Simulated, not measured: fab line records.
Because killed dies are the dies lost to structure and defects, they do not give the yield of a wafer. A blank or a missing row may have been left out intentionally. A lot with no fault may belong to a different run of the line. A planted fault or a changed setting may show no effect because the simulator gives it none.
One fault seen from 2 desks	flow sky130	numbers are kept per desk, each desk with only its own; the story behind them comes last

FROM THE METROLOGY DESK
Lot by lot, what the gauges showed, no matter which tool ran the lot: averages of those sampled wafers that carry a number. Marked OUT: a lot whose mean sits more than 4 standard deviations from the usual mean, which makes it out of limits; the brackets give that distance.
Columns: A = METAL2_OVL at SKY_METAL2_OVL_MEAS_16, usual 1 nm
lot	first seen here	A
L175	day 36 18:16	-4
L174	day 36 19:38	3
L180	day 39 08:59	3
L181	day 39 10:59	0
L183	day 39 11:59	0
L190	day 40 21:52	8
L191	day 41 01:43	-4
L193	day 42 14:17	3
Result from this desk: across the 8 lots, nothing is out of limits.

AT THE TOOL OWNER'S DESK: cmp-01
The tool's own readings at SKY_VIA1_CMP_24 (polishes, stops on SiO2, t overpolish 15 s, target thk 0 nm): means of the sampled wafers that have a number, for each lot that ran on this tool. Marked OUT: a lot whose mean sits more than 4 standard deviations from the usual mean, which makes it out of limits; the brackets give that distance.
Columns: A = edgeZonePressureFrac at SKY_VIA1_CMP_24, usual 1.001; B = headPressurePsi at SKY_VIA1_CMP_24, usual 3.501 psi; C = motorCurrentA at SKY_VIA1_CMP_24, usual 10.6 A; D = overpolishRunS at SKY_VIA1_CMP_24, usual 15.000 s; E = slurryFlowMlMin at SKY_VIA1_CMP_24, usual 150.0; F = timeToEndpointS at SKY_VIA1_CMP_24, usual 64.7 s
lot	first seen here	A	B	C	D	E	F
L180	day 38 06:20	1.004	3.505	10.8	14.996	149.4	67.9
L183	day 38 09:38	1.002	3.501	10.2	15.006	150.3	64.2
L191	day 40 02:02	1.001	3.501	10.9	15.000	150.2	66.2
Result from this desk: across the 3 lots, nothing is out of limits.

PUT TOGETHER
Metrology desk: nothing out of limits seen.
The tool owner's desk saw nothing out of limits.

WHAT THE SIMULATOR HAD INSERTED
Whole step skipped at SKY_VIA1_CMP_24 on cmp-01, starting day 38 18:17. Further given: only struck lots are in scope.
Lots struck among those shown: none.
